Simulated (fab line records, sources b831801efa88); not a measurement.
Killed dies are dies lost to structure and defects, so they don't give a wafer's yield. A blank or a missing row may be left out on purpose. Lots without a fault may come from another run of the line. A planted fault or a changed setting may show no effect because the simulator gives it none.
Chamber matching | flow gf180mcu | GF_V5_CMP_04 on cmp-01: 4 sister chambers
The step polishes SiO2. 20 wafers are shown with their chamber, then 10 later ones without.

WAFERS WITH THEIR CHAMBER
wafer  | chamber | motor_current_A (A)
L127.1 | 3       | 10.7
L127.3 | 0       | 11.5
L127.6 | 2       | 11.0
L128.2 | 0       | 12.0
L128.4 | 1       | 10.3
L128.5 | 3       | 10.7
L130.2 | 2       | 11.6
L130.4 | 3       | 10.4
L130.5 | 3       | 10.7
L131.1 | 0       | 11.7
L131.3 | 1       | 9.9
L131.5 | 0       | 11.8
L132.3 | 3       | 10.8
L132.5 | 2       | 12.4
L132.6 | 3       | 10.4
L133.2 | 2       | 11.9
L133.3 | 0       | 12.4
L133.6 | 1       | 9.8
L134.1 | 0       | 11.5
L134.3 | 2       | 11.3

SIGNATURES (means of the wafers above)
reading         | chamber 0 | chamber 1 | chamber 2 | chamber 3 | scatter within a chamber
motor_current_A | 11.817    | 10.000    | 11.640    | 10.617    | 0.358
Rule: a wafer's distance from a chamber is the root of the sum, over the readings, of the square of ((its reading less the chamber's mean) divided by the reading's scatter). The wafer belongs to the nearest chamber; if the next one is less than 2 further off, it can't be placed. The scatter: the root of (the sum of the squares of (reading less its chamber's mean) over the shown wafers, divided by (wafers less chambers)).

WAFERS WITHOUT THEIR CHAMBER
wafer  | motor_current_A (A)
L134.5 | 10.0
L142.2 | 10.5
L142.3 | 11.7
L142.6 | 11.9
L147.1 | 10.6
L147.5 | 12.4
L147.6 | 10.8
L149.3 | 12.2
L149.4 | 10.5
L149.6 | 11.7

WHICH CHAMBER EACH WENT THROUGH
wafer  | from the rows above          | in truth
L134.5 | can't be placed: 1 or 3      | 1
L142.2 | can't be placed: 3 or 1      | 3
L142.3 | can't be placed: 2 or 0      | 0
L142.6 | can't be placed: 0 or 2      | 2
L147.1 | can't be placed: 3 or 1      | 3
L147.5 | can't be placed: 0 or 2      | 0
L147.6 | can't be placed: 3 or 1 or 2 | 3
L149.3 | can't be placed: 0 or 2      | 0
L149.4 | can't be placed: 3 or 1      | 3
L149.6 | can't be placed: 2 or 0      | 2
Placed correctly: 0 of 10. Can't be placed from these rows: 10 (the true chamber is among the candidates in 10). Placed wrongly: 0.
